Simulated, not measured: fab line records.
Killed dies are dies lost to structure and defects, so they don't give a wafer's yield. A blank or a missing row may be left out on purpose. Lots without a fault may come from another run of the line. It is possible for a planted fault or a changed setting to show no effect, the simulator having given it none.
Problem report in the 8D (eight disciplines) form, filled by code | flow sfqLine | the parts of the form that need people (team, actions taken, sign-off) are left out

1. THE ISSUE
Mean of exposureDoseMJCm2 at SFQ_TRILAYER_M5_LITHO_EXPOSE_124: 15.125 across 6 wafers in 2 lots; on wafers with no fault it is 14.398 (standard deviation 0.016). That is +45 standard deviations from the usual mean.
The step: exposes mask M5, target cd 700 nm.
The first sign was on wafer L351.1 at day 52 21:59, on krfScanner-02. The record has a number at this step for 42 wafers belonging to 14 lots. Rule for "out" (also "out of limits"): further than 4 standard deviations from the usual mean. Any other wafer with a number is counted as sound.

2. WHAT IT IS; WHAT IT IS NOT
question                    | is                     | is not
which readings at this step | exposureDoseMJCm2      | -
which lots                  | L351, L354             | L337, L338, L340, L341, L342, L344, L345, L348, L356, L357, L358, L359
which wafers of those lots  | all that have a number | -
read on which tools         | krfScanner-02          | krfScanner-01
when                        | from day 52 21:59      | up to then (24 sound wafers); but 12 sound wafers of L356, L357, L358, L359 came after

3. THE SUSPECTS, EACH WITH WHAT RULES IT OUT
Counting: a tool stays on the suspect list if, at a process step up to the reading, it processed all lots that are out and no sound lot following the first of them.
- krfScanner-02 at SFQ_TRILAYER_M5_LITHO_EXPOSE_124 (exposes mask M5, target cd 700 nm): kept. It ran every lot that is out, first L351 (day 52 21:59), and no sound lot after that. On those wafers its own readings are out: exposureDoseMJCm2.
Left after counting: krfScanner-02 at SFQ_TRILAYER_M5_LITHO_EXPOSE_124.

4. THE CAUSE (what the simulator had put in)
Process parameters drifting: krfScanner-02 at SFQ_TRILAYER_M5_LITHO_EXPOSE_124, beginning at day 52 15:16. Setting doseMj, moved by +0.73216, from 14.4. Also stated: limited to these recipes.
This tool alone remained once counting was done.

5. THE EFFECT CHAIN, in route order
Each row: a reading where the mean over the struck wafers with a number is more than 3 standard deviations away from the usual. Only readings for which the record gives a usual standard deviation are gone through. hours: the time from each lot's start at the first step in this table that gives one to its start at this step, as a median over the lots. sigmas: the change in usual standard deviations.
hours | step                             | reading           | usual  | on struck wafers | change | sigmas
0     | SFQ_TRILAYER_M5_LITHO_EXPOSE_124 | exposureDoseMJCm2 | 14.398 | 15.125           | +0.727 | +45
The process steps in it:
- SFQ_TRILAYER_M5_LITHO_EXPOSE_124: exposes mask M5, target cd 700 nm.

6. HOW IT WOULD HAVE BEEN CAUGHT EARLIER
In this record the first reading out of limits was taken at day 52 21:59, 7 hours after the fault began at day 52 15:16.
